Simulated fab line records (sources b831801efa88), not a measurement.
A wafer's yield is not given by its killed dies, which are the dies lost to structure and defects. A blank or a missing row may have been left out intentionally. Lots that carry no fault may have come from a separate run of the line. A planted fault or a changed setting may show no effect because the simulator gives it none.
fab line records ; flow sky130
record lots=5; wafers=15; last_day=50
route steps=708 shown LDD_HVP@281 LDD_LDN@289 PAD_OPEN@708
lots untouched by any fault: they come from a run of this same line in which no faults occurred
start_h: hours from the record's opening day to when the first of the lot's shown wafers began ; wait_h: hours elapsed since this lot's preceding step ; " the same as in the row above ; L1.1+2: several wafers, shown together as one row ; - no value, or no start given ; * or withheld: withheld ; < > ~ a bound
route shown NAME@n: a module of which the file shows steps, and the number in the route of the first ; usual: mean and standard deviation over wafers with no fault ; same: alike in all rows ; chamber/n: place in a boat ; sites: per-site readings ; _std_site: how widely they spread, as a standard deviation ; _edge_site: mean of outer sites minus mean of inner sites ; radius_mm: for every site, how far away it sits from the centre of the wafer ; mask NAME#n: copy n ; behind: the most recent tool/chamber to have shaped the wafer ; hold: why the lot was held/for how many hours/how that ended ; device: which transistor (n, p or np) failed to switch ; end of line: the tests these same wafers got at the end of their route ; a step with no rows: only its recipe ; killed: dies that structure and defects cost at the first sort, which is not the same as the wafer's yield ; map: shows each die of a wafer: x if killed, . if not, _ if none is there
set.NAME: the setting that was run; set.NAME@STEP: the one run at that earlier step ; model.NAME: the simulator's own value behind a step, which no gauge read
lots at selected steps of the route; one table per step, one row per wafer
services: from which hour (start_h, from the record's first day; less than 0 if before it) a tool's chamber was out of use, for how many hours, and why
## steps
# step SKY_LDD_HVP_SOFTBAKE_03
# recipe temp_c=90; time_s=60; resist=NOVOLAK
# step SKY_LDD_HVP_EXPOSE_04
# recipe mask_id=HVPTM; na=0.6; source_shape=conventional; sigma_outer=0.6; polarization=unpolarized; target_cd_nm=700; dose_mj=86
# step SKY_LDD_HVP_PEB_05
# recipe temp_c=withheld; time_s=*; resist=NOVOLAK
# step SKY_LDD_HVP_DEVELOP_06
# recipe resist=NOVOLAK; developer=TMAH; develop_time_s=60; dev_temp_c=23
# step SKY_LDD_HVP_OVL_MEAS_07
# usual LDD_HVP_OVL=0.3/1.9
lot.wafer;tool;chamber;start_h;wait_h;LDD_HVP_OVL[nm]
L217.1;overlay-01;-;558.78;0.1;2.4
L217.4;overlay-01;-;558.78;0.1;1.8
L217.6;overlay-01;-;558.78;0.1;2.2
L222.1;overlay-02;-;627.85;0.1;3.4
L222.2;overlay-02;-;627.85;0.1;2.7
L222.6;overlay-02;-;627.85;0.1;3.7
L223.2;overlay-01;-;628.20;0.1;-1.6
L223.4;overlay-01;-;628.20;0.1;-2.6
L223.5;overlay-01;-;628.20;0.1;-3.3
L231.3;overlay-01;-;674.19;0.1;-0.2
L231.4;overlay-01;-;674.19;0.1;0.8
L231.6;overlay-01;-;674.19;0.1;2.1
L234.1;overlay-02;-;691.35;0.1;2.0
L234.2;overlay-02;-;691.35;0.1;0.6
L234.3;overlay-02;-;691.35;0.1;0.6
# step SKY_LDD_HVP_IMPLANT_08
# recipe species=B; energy_kev=20; dose_cm2=1.7e+13; tilt_deg=17.9
# step SKY_LDD_HVP_STRIP_09
# recipe chemistry=O2/N2; power_w=1400; pressure_mtorr=1500; platen_temp_c=withheld; o2_flow_sccm=3000; n2_flow_sccm=300; overash_fraction=0.5
# usual drypump_motor_current_A=5.5/0.39; oes_product_au=0.408/0.0044; strip_time_to_endpoint_s=4.133/0.015
lot.wafer;tool;chamber;start_h;wait_h;drypump_motor_current_A;oes_product_au;rf_hours_counter_h;strip_time_to_endpoint_s
L217.1;plasma_asher-01;0;558.96;0.1;6.0;0.412;13;4.161
L217.4;plasma_asher-01;0;558.96;0.1;6.0;0.412;-;4.162
L217.6;plasma_asher-01;0;558.96;0.1;6.0;0.409;-;4.154
L222.1;plasma_asher-02;1;628.03;0.1;5.5;0.405;97;4.109
L222.2;plasma_asher-02;0;628.03;0.1;5.8;0.402;97;4.121
L222.6;plasma_asher-02;1;628.03;0.1;5.5;0.405;-;4.117
L223.2;plasma_asher-03;1;628.38;0.1;5.2;0.410;80;4.107
L223.4;plasma_asher-03;0;628.38;0.1;4.9;0.407;-;4.104
L223.5;plasma_asher-03;0;628.38;0.1;4.9;0.409;-;4.138
L231.3;plasma_asher-02;0;674.40;0.1;5.8;0.409;-;4.128
L231.4;plasma_asher-02;1;674.40;0.1;5.5;0.410;-;4.109
L231.6;plasma_asher-02;1;674.40;0.1;5.5;0.406;-;4.128
L234.1;plasma_asher-03;0;691.54;0.1;4.9;0.410;86;4.151
L234.2;plasma_asher-03;1;691.54;0.1;5.2;0.414;86;4.121
L234.3;plasma_asher-03;1;691.54;0.1;5.2;0.411;-;4.141
# step SKY_LDD_HVP_TW_MEAS_10
# usual LDD_HVP_TW=451.8/2.3
lot.wafer;tool;chamber;start_h;wait_h;LDD_HVP_TW
L217.1;film_metro-02;-;559.06;0.1;450.9
L217.4;film_metro-02;-;559.06;0.1;450.9
L217.6;film_metro-02;-;559.06;0.1;450.7
L222.1;film_metro-02;-;628.13;0.1;451.3
L222.2;film_metro-02;-;628.13;0.1;453.6
L222.6;film_metro-02;-;628.13;0.1;451.1
L223.2;film_metro-03;-;628.49;0.1;448.3
L223.4;film_metro-03;-;628.49;0.1;446.5
L223.5;film_metro-03;-;628.49;0.1;450.3
L231.3;film_metro-04;-;674.48;0.1;454.2
L231.4;film_metro-04;-;674.48;0.1;454.9
L231.6;film_metro-04;-;674.48;0.1;454.9
L234.1;film_metro-04;-;691.64;0.1;458.7
L234.2;film_metro-04;-;691.64;0.1;456.0
L234.3;film_metro-04;-;691.64;0.1;456.1
# step SKY_LDD_LDN_DEHYDRATE_00
# recipe temp_c=200; time_s=60
# step SKY_LDD_LDN_HMDS_01
# recipe prime_time_s=60; prime_temp_c=120
# step SKY_LDD_LDN_COAT_02
# recipe resist=NOVOLAK; spin_rpm=3000; resist_thk_nm=1140
# step SKY_LDD_LDN_SOFTBAKE_03
# recipe temp_c=90; time_s=60; resist=NOVOLAK
# step SKY_LDD_LDN_EXPOSE_04
# recipe mask_id=LDNTM; na=0.6; source_shape=conventional; sigma_outer=0.6; polarization=unpolarized; target_cd_nm=700; dose_mj=140
# same sigma_outer=0.6
lot.wafer;tool;chamber;start_h;wait_h;mask
L217.1+4+6;iline_stepper-02;0;573.47;-;LDNTM#0
L222.1+2+6;iline_stepper-01;0;642.00;-;LDNTM#0
L223.2+4+5;iline_stepper-02;0;642.26;-;PSDM#0
L231.3+4+6;iline_stepper-02;0;688.99;-;LDNTM#0
L234.1+2+3;iline_stepper-02;0;705.45;-;LDNTM#0
# step SKY_LDD_LDN_PEB_05
# recipe temp_c=withheld; time_s=*; resist=NOVOLAK
# step SKY_LDD_LDN_DEVELOP_06
# recipe resist=NOVOLAK; developer=TMAH; develop_time_s=60; dev_temp_c=23
# step SKY_LDD_LDN_OVL_MEAS_07
# usual LDD_LDN_OVL=0.7/1.6
lot.wafer;tool;chamber;start_h;wait_h;LDD_LDN_OVL[nm]
L217.1;overlay-02;-;587.05;0.1;0.4
L217.4;overlay-02;-;587.05;0.1;-0.2
L217.6;overlay-02;-;587.05;0.1;-0.4
L222.1;overlay-01;-;656.49;0.1;3.0
L222.2;overlay-01;-;656.49;0.1;2.8
L222.6;overlay-01;-;656.49;0.1;3.1
L223.2;overlay-01;-;656.80;0.1;-
L223.4;overlay-01;-;656.80;0.1;-
L223.5;overlay-01;-;656.80;0.1;-
L231.3;overlay-01;-;702.71;0.1;-0.3
L231.4;overlay-01;-;702.71;0.1;-0.5
L231.6;overlay-01;-;702.71;0.1;1.5
L234.1;overlay-01;-;719.49;0.1;-0.5
L234.2;overlay-01;-;719.49;0.1;-1.0
L234.3;overlay-01;-;719.49;0.1;-0.8
# step SKY_LDD_LDN_IMPLANT_08
# recipe species=As; energy_kev=15; dose_cm2=1.25e+13; tilt_deg=withheld; rotation_deg=23
# step SKY_LDD_LDN_IMPLANT_09
# recipe species=As; energy_kev=15; dose_cm2=1.25e+13; tilt_deg=withheld; rotation_deg=113
# step SKY_LDD_LDN_IMPLANT_10
# recipe species=As; energy_kev=15; dose_cm2=1.25e+13; tilt_deg=withheld; rotation_deg=203
# step SKY_LDD_LDN_IMPLANT_11
# recipe species=As; energy_kev=15; dose_cm2=1.25e+13; tilt_deg=withheld; rotation_deg=293
# step SKY_LDD_LDN_STRIP_12
# recipe chemistry=O2/N2; power_w=1400; pressure_mtorr=1500; platen_temp_c=withheld; o2_flow_sccm=3000; n2_flow_sccm=300; overash_fraction=0.5
# usual drypump_motor_current_A=5.6/0.38; oes_product_au=0.716/0.0048; strip_time_to_endpoint_s=14.17/0.042
lot.wafer;tool;chamber;start_h;wait_h;drypump_motor_current_A;oes_product_au;rf_hours_counter_h;strip_time_to_endpoint_s
L217.1;plasma_asher-01;0;587.98;0.1;6.0;0.715;16;14.16
L217.4;plasma_asher-01;1;587.98;0.1;6.0;0.712;-;14.15
L217.6;plasma_asher-01;1;587.98;0.1;6.0;0.714;-;14.13
L222.1;plasma_asher-03;0;657.13;0.1;4.9;0.726;83;14.22
L222.2;plasma_asher-03;1;657.13;0.1;5.3;0.724;83;14.19
L222.6;plasma_asher-03;0;657.13;0.1;4.9;0.725;-;14.21
L223.2;plasma_asher-01;0;657.43;0.1;5.9;0.707;22;14.17
L223.4;plasma_asher-01;1;657.43;0.1;5.9;0.716;-;14.16
L223.5;plasma_asher-01;1;657.43;0.1;6.0;0.714;-;14.19
L231.3;plasma_asher-03;0;703.37;0.1;4.9;0.715;-;14.13
L231.4;plasma_asher-03;1;703.37;0.1;5.2;0.720;-;14.15
L231.6;plasma_asher-03;0;703.37;0.1;4.9;0.720;-;14.19
L234.1;plasma_asher-04;1;720.13;0.1;5.6;0.714;53;14.18
L234.2;plasma_asher-04;0;720.13;0.1;5.7;0.713;53;14.14
L234.3;plasma_asher-04;0;720.13;0.1;5.7;0.705;-;14.17
# step SKY_LDD_LDN_TW_MEAS_13
# usual LDD_LDN_TW=1465/7.5
lot.wafer;tool;chamber;start_h;wait_h;LDD_LDN_TW
L217.1;film_metro-02;-;588.08;0.1;1466
L217.4;film_metro-02;-;588.08;0.1;1468
L217.6;film_metro-02;-;588.08;0.1;1471
L222.1;film_metro-02;-;657.23;0.1;1465
L222.2;film_metro-02;-;657.23;0.1;1466
L222.6;film_metro-02;-;657.23;0.1;1456
L223.2;film_metro-03;-;657.54;0.1;30
L223.4;film_metro-03;-;657.54;0.1;30
L223.5;film_metro-03;-;657.54;0.1;30
L231.3;film_metro-03;-;703.45;0.1;1483
L231.4;film_metro-03;-;703.45;0.1;1481
L231.6;film_metro-03;-;703.45;0.1;1482
L234.1;film_metro-03;-;720.23;0.1;1467
L234.2;film_metro-03;-;720.23;0.1;1465
L234.3;film_metro-03;-;720.23;0.1;1462
# step SKY_LDD_LDN_CLEAN_14
# recipe chemistry=SC1/SC2; mix=1:4:20; temp_c=70; time_s=150; dry=n2_spin
# step SKY_PAD_OPEN_PROBE_99
lot.wafer;tool;chamber;start_h;wait_h;model.etest.pfet_01v8.r_on_ohm_um;model.etest.pfet_g5v0d10v5.r_on_ohm_um;model.etest.pfet_01v8.drive_ua_um;model.etest.pfet_01v8_hvt.drive_ua_um;model.etest.sram_pfet_latch.drive_ua_um;model.etest.pfet_01v8_mvt.drive_ua_um;model.etest.pfet_01v8_lvt.drive_ua_um;model.etest.res_pdiff.line_ohm_um
L217.1;prober-02;-;1120.52;0.1;2895;4748;192.1;143.3;143.8;148.9;176.3;1389
L217.4;prober-02;-;1120.67;0.2;2981;4781;185.3;136.9;135.6;146.3;170.2;1404
L217.6;prober-02;-;1120.77;0.2;2950;4700;188.1;138.1;140.7;149.3;173.2;1376
L222.1;prober-02;-;1163.91;0.1;2880;4780;194.5;145.3;141.4;152.1;174.6;1356
L222.2;prober-02;-;1163.96;0.1;2830;4703;199.1;148;143.8;157.6;175.5;1387
L222.6;prober-02;-;1164.16;0.2;2827;4724;198.3;147;145.6;156.6;174.3;1356
L223.2;prober-02;-;1164.26;0.2;1.276e+04;4946;44.17;26;27.83;55.74;81.74;1468
L223.4;prober-02;-;1164.36;0.2;1.179e+04;4953;46.87;28.61;29.2;58.91;86.14;1462
L223.5;prober-02;-;1164.41;0.3;1.289e+04;4955;44.15;26.2;25.67;56.3;81.66;1490
L231.3;prober-01;-;1192.11;0.2;2943;4844;189.4;140.1;137.5;150.4;174.2;1365
L231.4;prober-01;-;1192.16;0.2;2997;4867;185.1;137;135.4;149;171.4;1356
L231.6;prober-01;-;1192.26;0.2;2960;4738;189.5;138.3;139.5;150.5;172;1359
L234.1;prober-01;-;1203.20;0.1;2884;4881;192.9;143.2;133.4;150.4;169.8;1361
L234.2;prober-01;-;1203.25;0.1;2910;4802;190.2;142.3;133.7;149.3;170.2;1373
L234.3;prober-01;-;1203.30;0.2;2949;4790;189;139.2;135.3;150;169;1338
# killed by level:class
L217.1 METAL2:geometric_particle:short=10 VIA2:geometric_particle:open=9 CONTACT:geometric_particle:open=9 VIA1:geometric_particle:open=8 POLY_GATE:geometric_particle:open=5 LI_CONTACT:geometric_particle:short=5 LI_CONTACT:geometric_particle:open=5 LOCAL_INTERCONNECT:geometric_particle:short=5
L217.4 CONTACT:geometric_particle:open=9 VIA1:geometric_particle:open=7 VIA2:geometric_particle:open=7 VIA3:geometric_particle:open=6 FIELD_ISO:geometric_particle:short=5 LI_CONTACT:geometric_particle:open=4 METAL1:geometric_particle:short=3 METAL2:geometric_particle:short=3
L217.6 VIA1:geometric_particle:open=12 CONTACT:geometric_particle:open=9 VIA3:geometric_particle:open=9 CONTACT:geometric_particle:short=7 LI_CONTACT:geometric_particle:open=7 LOCAL_INTERCONNECT:geometric_particle:short=5 METAL2:geometric_particle:short=5 FIELD_ISO:geometric_particle:short=4
L222.1 CONTACT:geometric_particle:open=12 VIA1:geometric_particle:open=11 METAL1:geometric_particle:short=10 VIA3:geometric_particle:open=9 LI_CONTACT:geometric_particle:open=7 VIA1:geometric_particle:short=6 LOCAL_INTERCONNECT:geometric_particle:short=5 CONTACT:geometric_particle:short=5
L222.2 CONTACT:geometric_particle:open=17 VIA1:geometric_particle:open=9 VIA3:geometric_particle:open=7 LI_CONTACT:geometric_particle:open=5 CONTACT:geometric_particle:short=5 VIA1:geometric_particle:short=3 VIA2:geometric_particle:open=3 METAL2:geometric_particle:short=3
L222.6 CONTACT:geometric_particle:open=11 VIA1:geometric_particle:open=9 LOCAL_INTERCONNECT:geometric_particle:short=7 VIA2:geometric_particle:open=5 VIA3:geometric_particle:open=5 METAL2:geometric_particle:short=4 VIA3:geometric_particle:short=4 METAL4:geometric_particle:short=4
L231.3 VIA1:geometric_particle:open=11 VIA2:geometric_particle:open=9 LI_CONTACT:geometric_particle:open=8 FIELD_ISO:geometric_particle:open=7 CONTACT:geometric_particle:open=7 METAL4:geometric_particle:short=7 LOCAL_INTERCONNECT:geometric_particle:short=6 METAL2:geometric_particle:short=6
L231.4 VIA1:geometric_particle:open=14 CONTACT:geometric_particle:open=13 FIELD_ISO:geometric_particle:short=7 VIA2:geometric_particle:open=7 FIELD_ISO:geometric_particle:open=6 METAL1:geometric_particle:short=5 METAL2:geometric_particle:short=5 VIA1:geometric_particle:short=5
L231.6 VIA1:geometric_particle:open=9 VIA1:geometric_particle:short=8 METAL1:geometric_particle:short=7 VIA3:geometric_particle:open=7 CONTACT:geometric_particle:short=6 FIELD_ISO:geometric_particle:short=5 POLY_GATE:geometric_particle:short=5 METAL3:geometric_particle:short=5
L234.1 VIA1:geometric_particle:open=10 VIA3:geometric_particle:open=10 FIELD_ISO:geometric_particle:short=7 VIA2:geometric_particle:open=7 LI_CONTACT:geometric_particle:open=6 CONTACT:geometric_particle:open=6 LOCAL_INTERCONNECT:geometric_particle:short=6 FIELD_ISO:geometric_particle:open=4
L234.2 CONTACT:geometric_particle:open=10 VIA2:geometric_particle:open=9 VIA1:geometric_particle:short=7 LI_CONTACT:geometric_particle:open=6 VIA1:geometric_particle:open=5 VIA2:geometric_particle:short=5 VIA3:geometric_particle:short=5 FIELD_ISO:geometric_particle:short=4
L234.3 VIA1:geometric_particle:open=12 VIA2:geometric_particle:open=8 CONTACT:geometric_particle:open=7 VIA3:geometric_particle:open=7 LI_CONTACT:geometric_particle:open=6 METAL1:geometric_particle:short=5 FIELD_ISO:geometric_particle:short=4 POLY_GATE:geometric_particle:short=4
## services
tool;chamber;start_h;hours;kind
iline_stepper-01;-;542.27;1.7;pm
iline_stepper-01;0;578.60;-;calibration
plasma_asher-04;-;624.79;3.3;repair
iline_stepper-02;0;633.98;-;calibration
plasma_asher-01;-;635.72;3.7;repair
plasma_asher-03;-;670.78;7.8;repair
iline_stepper-02;-;682.37;4.4;pm
plasma_asher-04;-;684.90;11.5;repair
iline_stepper-02;-;690.39;1.7;pm
iline_stepper-01;-;699.40;5.4;repair
## key
first_sign step=SKY_LDD_LDN_EXPOSE_04; reading=mask; direction=changed
effect step=SKY_LDD_LDN_OVL_MEAS_07; reading=LDD_LDN_OVL; direction=missing
effect step=SKY_LDD_LDN_TW_MEAS_13; reading=LDD_LDN_TW; direction=down; sigmas=99+; usual=1465; struck=30
model_effect step=SKY_PAD_OPEN_PROBE_99; value=etest.pfet_01v8.r_on_ohm_um; without=2885; struck=1.248e+04
met_at SKY_LDD_LDN_EXPOSE_04
struck_wafers L223.2,L223.4,L223.5
sort_left_out L223.2,L223.4,L223.5
tester_left_out L223
onset_between 573.47 642.26
fault kind=wrong_mask; tool=any; chamber=-; onset_h=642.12; steps=SKY_LDD_LDN_EXPOSE_04; aux_copy=PSDM#0; scope=struck_lots_only
# tester_left_out: of these lots the tester's yield and bins aren't shown, on N5 and GAA mostly nor the transistor test; their killed dies are dies lost to structure and defects alone, not to doping, threshold or leakage, so they don't give the yield
# sort_left_out: the simulated sort isn't trusted on such a fault, so these wafers' sort isn't shown, and their yield isn't known
